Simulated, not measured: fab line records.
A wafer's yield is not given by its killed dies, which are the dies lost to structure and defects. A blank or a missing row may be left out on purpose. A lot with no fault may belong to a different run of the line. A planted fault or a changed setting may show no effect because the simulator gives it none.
What tool caused it? | flow sky130 | 12 lots with 36 wafers sampled at 3 steps, on a route of 708 steps

## WHAT THE GAUGES READ, wafer by wafer
SKY_CONTACT_OVL_MEAS_15. Usual: CONTACT_OVL 1 nm, standard deviation 4.5.
lot  | measured     | on         | CONTACT_OVL (nm) | flag
L380 | day 31 12:56 | overlay-02 | 3 -6 -2          |
L381 | day 31 17:29 | overlay-01 | -3 3 7           |
L382 | day 32 05:00 | overlay-01 | 16 6 6           |
L383 | day 32 20:56 | overlay-01 | 0 -3 -4          |
L384 | day 33 03:14 | overlay-02 | -1 5 2           |
L385 | day 33 10:10 | overlay-02 | -4 -5 -7         |
L394 | day 36 00:13 | overlay-02 | -2 -1 4          |
L395 | day 36 10:32 | overlay-01 | 2 1 -4           |
L396 | day 36 12:04 | overlay-02 | 3 -1 -3          |
L400 | day 37 22:23 | overlay-02 | 6 -1 1           |
L401 | day 38 04:46 | overlay-02 | 5 3 10           |
L403 | day 38 18:28 | overlay-02 | -3 0 0           |

SKY_CONTACT_RS_MEAS_25: measures by four-point-probe. Usual: CONTACT_W_RS 0.341 ohm/sq, standard deviation 0.0037.
lot  | measured     | on            | CONTACT_W_RS (ohm/sq) | flag
L380 | day 31 13:54 | film metro-02 | 0.348 0.347 0.345     |
L381 | day 31 18:26 | film metro-01 | 0.343 0.342 0.343     |
L382 | day 32 06:01 | film metro-02 | 0.336 0.344 0.338     |
L383 | day 32 22:14 | film metro-01 | 0.340 0.340 0.346     |
L384 | day 33 04:12 | film metro-04 | 0.342 0.333 0.335     |
L385 | day 33 11:09 | film metro-02 | 0.343 0.337 0.336     |
L394 | day 36 01:10 | film metro-02 | 0.337 0.339 0.338     |
L395 | day 36 11:28 | film metro-01 | 0.341 0.335 0.341     |
L396 | day 36 13:02 | film metro-01 | 0.342 0.343 0.342     |
L400 | day 37 23:25 | film metro-02 | 0.340 0.339 0.342     |
L401 | day 38 05:46 | film metro-02 | 0.338 0.340 0.341     |
L403 | day 38 19:26 | film metro-01 | 0.342 0.336 0.341     |

## WHICH TOOL RAN EACH LOT (tool, then ch and the chambers of the sampled wafers, then the start)
lot  | SKY_CONTACT_ETCH_16
L380 | rie diel-03 ch 0,2, day 31 12:58
L381 | rie diel-01 ch 0,2, day 31 17:31
L382 | rie diel-03 ch 0,3, day 32 05:02
L383 | rie diel-01 ch 0,2, day 32 20:58
L384 | rie diel-04 ch 0,1,3, day 33 03:16
L385 | rie diel-03 ch 0,1,3, day 33 10:11
L394 | rie diel-01 ch 0,1, day 36 00:14
L395 | rie diel-01 ch 0,1,2, day 36 10:34
L396 | rie diel-03 ch 1,2, day 36 12:06
L400 | rie diel-03 ch 1,2,3, day 37 22:26
L401 | rie diel-01 ch 1,2,3, day 38 04:47
L403 | rie diel-04 ch 1,2,3, day 38 18:30
- SKY_CONTACT_ETCH_16: etches BARC in N2/H2, stops on SiO2, time 45.9 s, target depth 60 nm.

## WHAT THE TOOLS THEMSELVES READ (means of the sampled wafers that have a number; where no wafer has one, the mark that the record gives instead)
SKY_CONTACT_ETCH_16. Usual: drypump motor current A 5.6 A, standard deviation 0.44; oes product au 0.855 a.u., standard deviation 0.0051; throttle valve pct 13.224 %, standard deviation 0.0085.
lot  | tool        | drypump motor current A (A) | oes product au (a.u.) | throttle valve pct (%) | flag
L380 | rie diel-03 | 5.7                         | 0.850                 | 13.219                 |
L381 | rie diel-01 | 5.7                         | 0.856                 | 13.215                 |
L382 | rie diel-03 | 6.0                         | 0.846                 | 13.232                 |
L383 | rie diel-01 | 5.7                         | 0.857                 | 13.228                 |
L384 | rie diel-04 | 5.9                         | 0.853                 | 13.220                 |
L385 | rie diel-03 | 5.7                         | 0.857                 | 13.227                 |
L394 | rie diel-01 | 5.8                         | 0.855                 | 13.226                 |
L395 | rie diel-01 | 5.8                         | 0.860                 | 13.221                 |
L396 | rie diel-03 | 4.9                         | 0.853                 | 13.223                 |
L400 | rie diel-03 | 5.2                         | 0.858                 | 13.223                 |
L401 | rie diel-01 | 5.8                         | 0.857                 | 13.231                 |
L403 | rie diel-04 | 5.5                         | 0.852                 | 13.224                 |

## THE ANSWER, worked out from the rows above alone
Rule: lot off if the mean of its wafers having a number is beyond 3 standard deviations from the usual mean. A lot without any number at a reading at which 4 lots or more have one is off too. All remaining lots with rows at the step are treated as sound. After the gauges, taken in route order, come the tools' own readings; for these a lot's mean is taken, as printed above. At the first step where some lot is off, the reading lying furthest off is the one used; lots without a number count as furthest.
No lot is off at any reading shown: from this, nothing can be told.

## WHAT HAD BEEN PUT IN BY THE SIMULATOR
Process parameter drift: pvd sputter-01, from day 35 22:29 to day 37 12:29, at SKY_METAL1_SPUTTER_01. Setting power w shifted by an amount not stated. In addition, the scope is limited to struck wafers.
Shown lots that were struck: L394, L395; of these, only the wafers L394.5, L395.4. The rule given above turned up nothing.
